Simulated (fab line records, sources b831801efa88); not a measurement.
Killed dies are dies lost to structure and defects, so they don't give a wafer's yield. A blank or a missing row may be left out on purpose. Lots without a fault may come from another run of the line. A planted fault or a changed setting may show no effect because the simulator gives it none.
Chamber matching | flow sky130 | SKY_VIA1_CMP_24 on cmp-01: 4 sister chambers
The step polishes, stops on SiO2, t overpolish 15 s, target thk 0 nm. 16 wafers are shown with their chamber, then 8 later ones without.

WAFERS WITH THEIR CHAMBER
wafer  | chamber | motor_current_A (A) | time_to_endpoint_s (s) | head_pressure_psi (psi)
L150.2 | 0       | 10.2                | 66.0                   | 3.509
L150.3 | 2       | 12.5                | 66.5                   | 3.507
L150.4 | 3       | 10.6                | 61.4                   | 3.495
L153.2 | 3       | 10.4                | 62.3                   | 3.506
L153.3 | 1       | 9.7                 | 65.6                   | 3.507
L153.6 | 2       | 12.9                | 69.7                   | 3.493
L158.3 | 1       | 9.8                 | 66.4                   | 3.505
L158.4 | 3       | 10.6                | 67.9                   | 3.504
L158.6 | 0       | 10.9                | 68.4                   | 3.510
L161.1 | 2       | 12.9                | 68.4                   | 3.501
L161.4 | 1       | 9.8                 | 64.1                   | 3.492
L161.6 | 2       | 13.4                | 65.4                   | 3.492
L168.3 | 3       | 10.6                | 64.3                   | 3.495
L168.5 | 1       | 10.1                | 66.9                   | 3.505
L168.6 | 2       | 13.4                | 70.4                   | 3.509
L169.2 | 1       | 10.3                | 62.0                   | 3.489

SIGNATURES (means of the wafers above)
reading            | chamber 0 | chamber 1 | chamber 2 | chamber 3 | scatter within a chamber
motor_current_A    | 10.550    | 9.940     | 13.020    | 10.550    | 0.305
time_to_endpoint_s | 67.200    | 65.000    | 68.080    | 63.975    | 2.26
head_pressure_psi  | 3.50950   | 3.49960   | 3.50040   | 3.50000   | 0.00724
Rule: a wafer's distance from a chamber is the root of the sum, over the readings, of the square of ((its reading less the chamber's mean) divided by the reading's scatter). The wafer belongs to the nearest chamber; if the next one is less than 2 further off, it can't be placed. The scatter: the root of (the sum of the squares of (reading less its chamber's mean) over the shown wafers, divided by (wafers less chambers)).

WAFERS WITHOUT THEIR CHAMBER
wafer  | motor_current_A (A) | time_to_endpoint_s (s) | head_pressure_psi (psi)
L169.4 | 12.8                | 66.2                   | 3.504
L169.5 | 10.7                | 64.5                   | 3.500
L172.1 | 10.3                | 62.7                   | 3.495
L172.3 | 12.6                | 63.9                   | 3.503
L172.5 | 12.7                | 66.9                   | 3.497
L173.2 | 12.3                | 64.3                   | 3.496
L173.4 | 9.9                 | 62.3                   | 3.508
L173.6 | 10.2                | 59.9                   | 3.506

WHICH CHAMBER EACH WENT THROUGH
wafer  | from the rows above          | in truth
L169.4 | 2                            | 2
L169.5 | can't be placed: 3 or 0 or 1 | 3
L172.1 | can't be placed: 3 or 1 or 0 | 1
L172.3 | 2                            | 2
L172.5 | 2                            | 2
L173.2 | 2                            | 2
L173.4 | can't be placed: 1 or 3 or 0 | 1
L173.6 | can't be placed: 3 or 1 or 0 | 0
Placed correctly: 4 of 8. Can't be placed from these rows: 4 (the true chamber is among the candidates in 4). Placed wrongly: 0.
